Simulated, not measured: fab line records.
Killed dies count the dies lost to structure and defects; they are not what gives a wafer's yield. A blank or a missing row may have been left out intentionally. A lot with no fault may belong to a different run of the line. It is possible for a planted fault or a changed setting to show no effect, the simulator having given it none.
Struck lot and sound lot, side by side	flow sky130	17 steps out of a route of 708
Sound: the wafers L251.1, L251.2, L251.4. Struck: wafers L261.3, L261.4, L261.5. The cause is named last.
At each step with rows: each side's tool, then ch and its chambers, then its first start. Under that, the readings that differ: sound wafers	struck wafers	difference of the means	sigmas: that difference in standard deviations of wafers without a fault.
alike: words and numbers the same on both sides, and readings whose means are apart by under 2 such deviations; not compared: readings that were withheld, readings missing a value for some wafer, numbers with overlapping values and no deviation given by the record, and bounds like >300 which may hide the same value.
A row with sigmas, a row that says differs or no value, or rows on one side alone: a step with any of these is where the two part. Numbers that don't overlap but have no deviation are shown without sigmas and don't part them. Lack of a reading on every wafer of one side parts them only where that side has two or more wafers.

SKY_LDD_HVN_OVL_MEAS_07:
  sound on overlay-01, day 20 14:37; struck on overlay-02, day 24 12:58
  alike: LDD_HVN_OVL
after that, 1 step had no rows for these wafers: SKY_LDD_HVN_IMPLANT_08.
SKY_LDD_HVN_STRIP_09: strips in O2/N2.
  sound on plasma asher-01 ch 0,1, day 20 14:49; struck on plasma asher-01 ch 0,1, day 24 13:10
  alike: drypump motor current A, o2 flow sccm, oes product au, strip time to endpoint s
  not compared: rf hours counter h
SKY_LDD_HVN_TW_MEAS_10:
  sound on film metro-03, day 20 14:55; struck on film metro-03, day 24 13:16
  alike: LDD_HVN_TW
then, 7 steps without rows for these wafers: SKY_LDD_HVP_DEHYDRATE_00 (time 60 s); SKY_LDD_HVP_HMDS_01 (prime time 60 s); SKY_LDD_HVP_COAT_02 (resist thk 300 nm); SKY_LDD_HVP_SOFTBAKE_03 (time 60 s); SKY_LDD_HVP_EXPOSE_04 (exposes mask HVPTM, target cd 700 nm); SKY_LDD_HVP_PEB_05; SKY_LDD_HVP_DEVELOP_06 (develop time 60 s).
SKY_LDD_HVP_OVL_MEAS_07:
  sound on overlay-02, day 21 20:47; struck on overlay-02, day 25 18:20
  alike: LDD_HVP_OVL
SKY_LDD_HVP_IMPLANT_08:
  sound on implanter-03 ch 0, day 21 20:49; struck on implanter-02 ch 0, day 25 18:25
reading	sound	struck	difference	sigmas
dose ions cm2	1.6999e+13 1.7032e+13 1.7024e+13	5.9568e+13 5.959e+13 5.9562e+13	+4.2555e+13	+99 or more
faraday current uA	95.2 94.8 98.3	328.1 336.1 338.7	+238.2	+99 or more
SKY_LDD_HVP_STRIP_09: strips in O2/N2.
  sound on plasma asher-03 ch 0,1, day 21 20:58; struck on plasma asher-01 ch 0,1, day 25 18:32
  alike: drypump motor current A, o2 flow sccm, oes product au, strip time to endpoint s
  not compared: rf hours counter h
SKY_LDD_HVP_TW_MEAS_10:
  sound on film metro-02, day 21 21:04; struck on film metro-02, day 25 18:38
reading	sound	struck	difference	sigmas
LDD_HVP_TW	457 457 456	674 672 673	+216	+64
then, 1 step without rows for these wafers: SKY_LDD_LDN_DEHYDRATE_00 (time 60 s).
-- here the record skips 23 days between the struck wafers' starts before and after, leaving off in module LDD_LDN and picking up in module PAD_OPEN (first step shown: number 708 of the route) --
SKY_PAD_OPEN_PROBE_99:
  sound on prober-02, day 45 22:47; struck on prober-02, day 48 15:26
reading	sound	struck	difference	sigmas
killed_at_M4_up	2 2 1	2 7 8	+4	+2
model.etest.tip_p_5v.rs ohm sq	2816 2822 2826	1179 1184 1189	-1637	
model.etest.pfet g5v0d10v5.r on ohm um	4746 4804 4782	4143 4133 4063	-664	
model.etest.pfet g5v0d10v5.drive ua um	336.1 332.5 337.6	388.6 394.6 402.1	+59.7	
model.etest.res pdiff hv.rs ohm sq	192.7 192.9 192.1	182.7 180.5 180.4	-11.4	
model.etest.pfet g5v0d10v5.off log10 a um	-12.38 -12.46 -12.54	-10.46 -10.36 -10.41	+2.05	
model.etest.ring_5v.delay ps	45.27 45.4 45.3	43.16 43.11 41.61	-2.70	
model.etest.pfet g5v0d10v5.vt sat v (V)	-0.603 -0.6163 -0.6242	-0.4682 -0.47 -0.4574	+0.1493	
  alike: killed_at_M0_to_M3, killed at contacts, killed at front end, killed at other, killed dies, killed open, killed short
  not compared: model.etest.tip_p_5v.rs ohm sq range

== WHERE THEY PART ==
First at SKY_LDD_HVP_IMPLANT_08; last, within this record, at SKY_PAD_OPEN_PROBE_99.

WHY: the cause the simulator had injected
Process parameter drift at SKY_LDD_HVP_IMPLANT_08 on implanter-02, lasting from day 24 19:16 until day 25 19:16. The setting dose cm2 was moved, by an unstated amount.
